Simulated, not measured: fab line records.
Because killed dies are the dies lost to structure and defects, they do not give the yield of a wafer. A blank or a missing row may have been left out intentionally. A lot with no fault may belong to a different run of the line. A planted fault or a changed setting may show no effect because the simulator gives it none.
fab line records -- flow gf180mcu
[record] lots = 13, wafers = 39, last_day = 34
route steps=602 shown SALICIDE@281 CONTACT@289 V2@384
lots with no fault: from the same line, run without faults
start_h: the number of hours between the record's first day and the start of the first shown wafer of the lot -- wait_h: hours elapsed since this lot's preceding step -- " unchanged from the row above -- L1.1+2: a row that stands for several wafers -- - no value, or no start was given -- * or withheld: withheld -- < > ~ a bound
route shown NAME@n: names a module that has steps shown in the file, with the first one's number in the route -- usual: the fault-free wafers' mean and standard deviation -- same: alike in all rows -- chamber/n: place in a boat -- sites: each site's reading -- _std_site: their standard deviation -- _edge_site: mean of outer sites minus mean of inner sites -- radius_mm: how far each site lies from the wafer's centre -- mask NAME#n: copy n -- behind: the tool/chamber that last shaped the wafer -- hold: why the lot was held/for how many hours/how that ended -- device: the n, p or np transistor that did not switch -- end of line: tests run on the same wafers once the route is complete -- where a step has no rows: the recipe by itself -- killed: not the wafer's yield, but the dies lost to structure and defects at the first sort -- map: shows each die of a wafer: x if killed, . if not, _ if none is there
set.NAME: the setting as run; set.NAME@STEP: as run at that earlier step -- model.NAME: the simulator's own value behind a step, which no gauge read
steps of the route over a sample of lots; a table a step, a row a wafer
services: the hour from which a tool's chamber was out of use, counted from the record's first day as start_h (under 0 if before that day), plus the number of hours and why
[[steps]]
[step GF_SALICIDE_SPUTTER_03]
[recipe] material = TiN, target_thk_nm = 20, power_w = 6500, time_s = 16.7, chamber_pressure_pa = 0.4
[usual] throttle_valve_pct = 29.8/0.99
lot.wafer,tool,chamber,start_h,wait_h,throttle_valve_pct
L302.2,pvd_sputter-01,-,336.98,0.0,29.4
L302.4,pvd_sputter-01,-,336.98,0.0,28.4
L302.6,pvd_sputter-01,-,336.98,0.0,29.9
L305.2,pvd_sputter-03,-,363.93,0.0,29.9
L305.3,pvd_sputter-03,-,363.93,0.0,29.6
L305.6,pvd_sputter-03,-,363.93,0.0,31.3
L309.1,pvd_sputter-01,-,401.97,0.0,28.2
L309.4,pvd_sputter-01,-,401.97,0.0,29.4
L309.6,pvd_sputter-01,-,401.97,0.0,29.6
L314.1,pvd_sputter-02,-,442.51,0.0,28.5
L314.3,pvd_sputter-02,-,442.51,0.0,28.5
L314.4,pvd_sputter-02,-,442.51,0.0,30.8
L315.3,pvd_sputter-03,-,455.51,0.0,29.8
L315.4,pvd_sputter-03,-,455.51,0.0,31.4
L315.5,pvd_sputter-03,-,455.51,0.0,29.8
L317.1,pvd_sputter-01,-,473.68,0.0,30.8
L317.2,pvd_sputter-01,-,473.68,0.0,29.7
L317.3,pvd_sputter-01,-,473.68,0.0,28.6
L318.2,pvd_sputter-02,-,479.03,0.0,29.4
L318.4,pvd_sputter-02,-,479.03,0.0,30.6
L318.5,pvd_sputter-02,-,479.03,0.0,28.3
L319.1,pvd_sputter-01,-,488.40,0.0,29.5
L319.3,pvd_sputter-01,-,488.40,0.0,30.5
L319.5,pvd_sputter-01,-,488.40,0.0,28.1
L320.1,pvd_sputter-03,-,495.91,0.0,31.3
L320.2,pvd_sputter-03,-,495.91,0.0,30.4
L320.5,pvd_sputter-03,-,495.91,0.0,30.0
L321.1,pvd_sputter-02,-,502.52,0.0,28.3
L321.4,pvd_sputter-02,-,502.52,0.0,28.3
L321.5,pvd_sputter-02,-,502.52,0.0,28.3
L322.1,pvd_sputter-02,-,511.52,0.0,29.5
L322.2,pvd_sputter-02,-,511.52,0.0,30.3
L322.3,pvd_sputter-02,-,511.52,0.0,28.5
L323.1,pvd_sputter-02,-,519.57,0.0,28.6
L323.3,pvd_sputter-02,-,519.57,0.0,28.4
L323.6,pvd_sputter-02,-,519.57,0.0,28.5
L325.1,pvd_sputter-03,-,538.02,0.0,29.4
L325.2,pvd_sputter-03,-,538.02,0.0,30.6
L325.4,pvd_sputter-03,-,538.02,0.0,30.0
[step GF_CONTACT_CVD_02]
[recipe] material = SiO2, target_thk_nm = 860, precursor = TEOS, temp_c = 400, time_s = 95.992, rf_w = 600
[usual] heater_power_w = 697/78, rf_fwd_power_W = 595.9/2.4
lot.wafer,tool,chamber,start_h,wait_h,heater_power_w,rf_fwd_power_W
L302.2,pecvd-01,1,337.58,0.0,684,597.3
L302.4,pecvd-01,2,337.58,0.0,675,595.6
L302.6,pecvd-01,0,337.58,0.0,602,595.5
L305.2,pecvd-04,1,364.54,0.0,651,596.9
L305.3,pecvd-04,0,364.54,0.0,728,593.0
L305.6,pecvd-04,2,364.54,0.0,741,597.7
L309.1,pecvd-04,2,402.57,0.1,912,598.2
L309.4,pecvd-04,0,402.57,0.1,692,598.0
L309.6,pecvd-04,1,402.57,0.1,672,598.3
L314.1,pecvd-04,1,443.11,0.1,697,597.7
L314.3,pecvd-04,0,443.11,0.1,757,597.0
L314.4,pecvd-04,2,443.11,0.1,736,597.0
L315.3,pecvd-01,0,456.12,0.0,757,596.7
L315.4,pecvd-01,0,456.12,0.0,610,597.3
L315.5,pecvd-01,2,456.12,0.0,562,594.8
L317.1,pecvd-01,2,474.28,0.1,620,596.3
L317.2,pecvd-01,0,474.28,0.1,704,597.7
L317.3,pecvd-01,1,474.28,0.1,787,594.9
L318.2,pecvd-01,1,479.64,0.0,724,592.9
L318.4,pecvd-01,2,479.64,0.0,546,592.3
L318.5,pecvd-01,0,479.64,0.0,740,598.8
L319.1,pecvd-03,2,489.00,0.1,629,595.0
L319.3,pecvd-03,0,489.00,0.1,588,599.3
L319.5,pecvd-03,2,489.00,0.1,702,595.4
L320.1,pecvd-04,0,496.55,0.1,710,594.4
L320.2,pecvd-04,2,496.55,0.1,897,596.0
L320.5,pecvd-04,2,496.55,0.1,820,598.4
L321.1,pecvd-01,2,503.21,0.1,682,594.4
L321.4,pecvd-01,0,503.21,0.1,613,602.2
L321.5,pecvd-01,2,503.21,0.1,562,593.5
L322.1,pecvd-04,2,512.22,0.1,860,595.7
L322.2,pecvd-04,0,512.22,0.1,686,593.8
L322.3,pecvd-04,1,512.22,0.1,670,598.7
L323.1,pecvd-03,0,520.19,0.1,636,597.0
L323.3,pecvd-03,1,520.19,0.1,754,596.0
L323.6,pecvd-03,1,520.19,0.1,630,597.9
L325.1,pecvd-03,2,538.63,0.1,700,596.6
L325.2,pecvd-03,0,538.63,0.1,535,597.0
L325.4,pecvd-03,0,538.63,0.1,615,596.6
[step GF_CONTACT_THK_MEAS_03]
[recipe] reads = SiO2_of_CONTACT_CVD_02
[usual] CONTACT_CVD_02_THK = 862/14
lot.wafer,tool,chamber,start_h,wait_h,CONTACT_CVD_02_THK[nm]
L302.2,film_metro-03,-,337.66,0.0,869
L302.4,film_metro-03,-,337.66,0.0,883
L302.6,film_metro-03,-,337.66,0.0,882
L305.2,film_metro-04,-,364.62,0.0,852
L305.3,film_metro-04,-,364.62,0.0,851
L305.6,film_metro-04,-,364.62,0.0,854
L309.1,film_metro-01,-,402.64,0.0,1130
L309.4,film_metro-01,-,402.64,0.0,851
L309.6,film_metro-01,-,402.64,0.0,865
L314.1,film_metro-01,-,443.18,0.0,855
L314.3,film_metro-01,-,443.18,0.0,841
L314.4,film_metro-01,-,443.18,0.0,1144
L315.3,film_metro-03,-,456.21,0.1,863
L315.4,film_metro-03,-,456.21,0.1,884
L315.5,film_metro-03,-,456.21,0.1,878
L317.1,film_metro-01,-,474.35,0.0,873
L317.2,film_metro-01,-,474.35,0.0,877
L317.3,film_metro-01,-,474.35,0.0,871
L318.2,film_metro-03,-,479.72,0.0,861
L318.4,film_metro-03,-,479.72,0.0,889
L318.5,film_metro-03,-,479.72,0.0,890
L319.1,film_metro-01,-,489.07,0.0,860
L319.3,film_metro-01,-,489.07,0.0,847
L319.5,film_metro-01,-,489.07,0.0,881
L320.1,film_metro-03,-,496.66,0.1,836
L320.2,film_metro-03,-,496.66,0.1,838
L320.5,film_metro-03,-,496.66,0.1,845
L321.1,film_metro-01,-,503.28,0.0,853
L321.4,film_metro-01,-,503.28,0.0,884
L321.5,film_metro-01,-,503.28,0.0,868
L322.1,film_metro-03,-,512.29,0.0,841
L322.2,film_metro-03,-,512.29,0.0,846
L322.3,film_metro-03,-,512.29,0.0,852
L323.1,film_metro-03,-,520.26,0.0,830
L323.3,film_metro-03,-,520.26,0.0,830
L323.6,film_metro-03,-,520.26,0.0,847
L325.1,film_metro-03,-,538.70,0.0,858
L325.2,film_metro-03,-,538.70,0.0,836
L325.4,film_metro-03,-,538.70,0.0,849
[step GF_CONTACT_CMP_04]
[recipe] material = SiO2, down_force_psi = 4, platen_rpm = 60, pad_velocity_m_s = 0.94248
[usual] motor_current_A = 12.6/1.3, slurry_flow_ml_min = 150.0/0.44, time_to_endpoint_s = 113/7.4
lot.wafer,tool,chamber,start_h,wait_h,motor_current_A,slurry_flow_ml_min,time_to_endpoint_s
L302.2,cmp-02,0,337.71,0.0,12.0,149.9,111
L302.4,cmp-02,2,337.71,0.0,12.2,149.9,119
L302.6,cmp-02,0,337.71,0.0,12.4,149.8,116
L305.3,cmp-02,0,364.67,0.0,12.0,150.0,110
L305.2,cmp-02,3,364.67,0.0,14.1,150.0,117
L305.6,cmp-02,0,364.67,0.0,12.2,150.3,111
L309.1,cmp-02,2,402.75,0.1,11.8,150.0,216
L309.4,cmp-02,0,402.75,0.1,11.9,150.3,109
L309.6,cmp-02,2,402.75,0.1,11.7,150.0,114
L314.1,cmp-01,0,443.29,0.1,12.7,149.7,112
L314.3,cmp-01,1,443.29,0.1,11.1,150.3,98
L314.4,cmp-01,2,443.29,0.1,11.4,149.6,207
L315.4,cmp-02,0,456.35,0.1,12.5,149.7,119
L315.3,cmp-02,1,456.35,0.1,13.6,149.6,117
L315.5,cmp-02,2,456.35,0.1,11.3,149.9,119
L317.1,cmp-02,2,474.41,0.1,11.6,149.5,121
L317.3,cmp-02,3,474.41,0.1,15.4,150.0,125
L317.2,cmp-02,0,474.41,0.1,11.8,150.2,121
L318.2,cmp-02,2,479.82,0.1,11.4,150.1,111
L318.4,cmp-02,3,479.82,0.1,14.6,150.1,134
L318.5,cmp-02,2,479.82,0.1,12.0,149.4,125
L319.3,cmp-01,1,489.23,0.1,11.8,150.6,98
L319.1,cmp-01,2,489.23,0.1,11.5,149.5,102
L319.5,cmp-01,3,489.23,0.1,11.1,149.2,119
L320.1,cmp-01,0,496.82,0.1,11.2,149.8,101
L320.2,cmp-01,1,496.82,0.1,12.2,150.1,96
L320.5,cmp-01,2,496.82,0.1,11.1,149.3,103
L321.4,cmp-02,3,503.34,0.0,15.7,149.5,129
L321.1,cmp-02,0,503.34,0.0,11.9,150.1,105
L321.5,cmp-02,3,503.34,0.0,15.0,149.9,123
L322.3,cmp-02,0,512.35,0.0,12.3,149.4,110
L322.2,cmp-02,1,512.35,0.0,13.2,151.4,111
L322.1,cmp-02,3,512.35,0.0,15.4,149.9,114
L323.3,cmp-02,2,520.42,0.1,11.5,149.5,100
L323.1,cmp-02,3,520.42,0.1,15.3,149.7,107
L323.6,cmp-02,0,520.42,0.1,12.4,150.1,106
L325.1,cmp-02,3,538.81,0.1,15.6,150.5,116
L325.4,cmp-02,0,538.81,0.1,12.6,150.2,107
L325.2,cmp-02,1,538.81,0.1,13.1,150.0,100
[step GF_V2_CVD_02]
[recipe] material = SiO2, target_thk_nm = 850, precursor = TEOS, temp_c = 400, time_s = 94.851, rf_w = 600
[usual] heater_power_w = 686/96, rf_fwd_power_W = 595.9/2.1
lot.wafer,tool,chamber,start_h,wait_h,heater_power_w,rf_fwd_power_W
L302.2,pecvd-02,1,435.40,0.0,681,592.8
L302.4,pecvd-02,2,435.40,0.0,626,594.1
L302.6,pecvd-02,1,435.40,0.0,542,592.9
L305.2,pecvd-04,2,466.01,0.0,797,598.0
L305.3,pecvd-04,1,466.01,0.0,609,600.2
L305.6,pecvd-04,1,466.01,0.0,651,599.1
L309.1,pecvd-03,1,504.72,0.1,657,596.4
L309.4,pecvd-03,2,504.72,0.1,581,596.4
L309.6,pecvd-03,1,504.72,0.1,705,595.1
L314.1,pecvd-04,2,543.44,0.1,807,597.1
L314.3,pecvd-04,1,543.44,0.1,660,597.3
L314.4,pecvd-04,0,543.44,0.1,615,597.8
L315.3,pecvd-03,1,553.80,0.0,717,595.4
L315.4,pecvd-03,0,553.80,0.0,541,599.8
L315.5,pecvd-03,2,553.80,0.0,573,599.7
L317.1,pecvd-03,0,572.39,0.1,574,595.2
L317.2,pecvd-03,2,572.39,0.1,565,595.3
L317.3,pecvd-03,1,572.39,0.1,757,598.0
L318.2,pecvd-02,1,575.44,0.0,693,592.6
L318.4,pecvd-02,0,575.44,0.0,661,595.9
L318.5,pecvd-02,2,575.44,0.0,499,598.1
L319.1,pecvd-04,2,585.08,0.1,817,592.3
L319.3,pecvd-04,1,585.08,0.1,608,596.6
L319.5,pecvd-04,2,585.08,0.1,882,594.1
L320.1,pecvd-02,2,592.32,0.1,537,597.2
L320.2,pecvd-02,1,592.32,0.1,591,595.1
L320.5,pecvd-02,1,592.32,0.1,628,595.2
L321.1,pecvd-04,1,596.54,0.1,659,597.6
L321.4,pecvd-04,2,596.54,0.1,726,597.5
L321.5,pecvd-04,0,596.54,0.1,752,591.7
L322.1,pecvd-03,0,605.88,0.1,634,596.1
L322.2,pecvd-03,1,605.88,0.1,676,596.3
L322.3,pecvd-03,2,605.88,0.1,672,593.2
L323.1,pecvd-02,2,613.14,0.1,578,596.8
L323.3,pecvd-02,1,613.14,0.1,652,594.1
L323.6,pecvd-02,1,613.14,0.1,663,595.0
L325.1,pecvd-04,0,629.92,0.1,713,595.8
L325.2,pecvd-04,2,629.92,0.1,899,596.2
L325.4,pecvd-04,0,629.92,0.1,748,595.5
[step GF_V2_THK_MEAS_25]
[recipe] thk_meas_gauge = xrf, reads = W_of_V2_CVD_23
[usual] V2_W_THK = 354/4.7
lot.wafer,tool,chamber,start_h,wait_h,V2_W_THK[nm]
L302.2,film_metro-01,-,461.74,0.1,361
L302.4,film_metro-01,-,461.74,0.1,364
L302.6,film_metro-01,-,461.74,0.1,359
L305.2,film_metro-01,-,491.18,0.1,354
L305.3,film_metro-01,-,491.18,0.1,355
L305.6,film_metro-01,-,491.18,0.1,353
L309.1,film_metro-04,-,529.31,0.1,348
L309.4,film_metro-04,-,529.31,0.1,355
L309.6,film_metro-04,-,529.31,0.1,343
L314.1,film_metro-03,-,567.36,0.1,362
L314.3,film_metro-03,-,567.36,0.1,356
L314.4,film_metro-03,-,567.36,0.1,356
L315.3,film_metro-04,-,577.75,0.1,354
L315.4,film_metro-04,-,577.75,0.1,348
L315.5,film_metro-04,-,577.75,0.1,346
L317.1,film_metro-04,-,595.09,0.1,354
L317.2,film_metro-04,-,595.09,0.1,346
L317.3,film_metro-04,-,595.09,0.1,353
L318.2,film_metro-01,-,598.17,0.1,353
L318.4,film_metro-01,-,598.17,0.1,354
L318.5,film_metro-01,-,598.17,0.1,354
L319.1,film_metro-01,-,608.09,0.1,351
L319.3,film_metro-01,-,608.09,0.1,357
L319.5,film_metro-01,-,608.09,0.1,358
L320.1,film_metro-03,-,614.94,0.1,356
L320.2,film_metro-03,-,614.94,0.1,363
L320.5,film_metro-03,-,614.94,0.1,352
L321.1,film_metro-01,-,619.17,0.1,359
L321.4,film_metro-01,-,619.17,0.1,364
L321.5,film_metro-01,-,619.17,0.1,367
L322.1,film_metro-03,-,628.00,0.1,352
L322.2,film_metro-03,-,628.00,0.1,358
L322.3,film_metro-03,-,628.00,0.1,355
L323.1,film_metro-03,-,635.26,0.1,355
L323.3,film_metro-03,-,635.26,0.1,350
L323.6,film_metro-03,-,635.26,0.1,357
L325.1,film_metro-04,-,650.95,0.1,351
L325.2,film_metro-04,-,650.95,0.1,355
L325.4,film_metro-04,-,650.95,0.1,354
[[services]]
tool,chamber,start_h,hours,kind
cmp-02,-,330.22,0.5,repair
pecvd-04,-,368.88,14.0,pm
cmp-02,-,370.22,3.2,repair
pecvd-01,2,378.72,8.7,repair
pecvd-03,-,381.93,14.6,pm
cmp-02,-,384.74,1.3,repair
cmp-02,-,389.56,6.0,pm
pecvd-03,1,396.92,9.3,repair
pecvd-01,0,431.84,6.0,repair
pecvd-03,-,437.69,1.4,repair
pecvd-01,2,459.77,14.2,repair
pecvd-04,1,487.94,17.4,repair
pecvd-04,-,499.78,0.8,repair
cmp-02,-,527.63,0.4,repair
pvd_sputter-02,-,546.71,1.0,repair
cmp-02,-,572.00,4.0,pm
pecvd-04,-,574.39,0.6,repair
pecvd-03,0,590.91,7.5,repair
pecvd-01,-,591.12,14.0,pm
cmp-02,-,597.70,0.7,repair
pecvd-04,-,610.98,0.5,repair
cmp-02,-,621.43,0.7,repair
cmp-02,-,621.44,0.7,repair
pecvd-03,-,625.65,1.5,repair
[[key]]
[first_sign] step = GF_CONTACT_THK_MEAS_03, reading = CONTACT_CVD_02_THK, direction = up, sigmas = 19, usual = 862, struck = 1137
[effect] step = GF_CONTACT_CMP_04, reading = time_to_endpoint_s, direction = up, sigmas = 13, usual = *, struck = *
met_at GF_CONTACT_CVD_02
struck_lots L309,L314
struck_wafers L309.1,L314.4
tester_left_out L309,L314
not_acting_at GF_SALICIDE_SPUTTER_03,GF_V2_CVD_02,GF_V2_THK_MEAS_25
onset_between 364.54 402.57
[fault] kind = process_parameter_drift, tool = pecvd-04, chamber = 2, onset_h = 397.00, steps = GF_CONTACT_CVD_02, channel = target_thk_nm, offset = 279.08, shape = step, end_h = 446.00, acts_in = these_recipes_only, stated = 860
// tester_left_out: of these lots the tester's yield and bins aren't shown, on N5 and GAA mostly nor the transistor test; their killed dies are dies lost to structure and defects alone, not to doping, threshold or leakage, so they don't give the yield
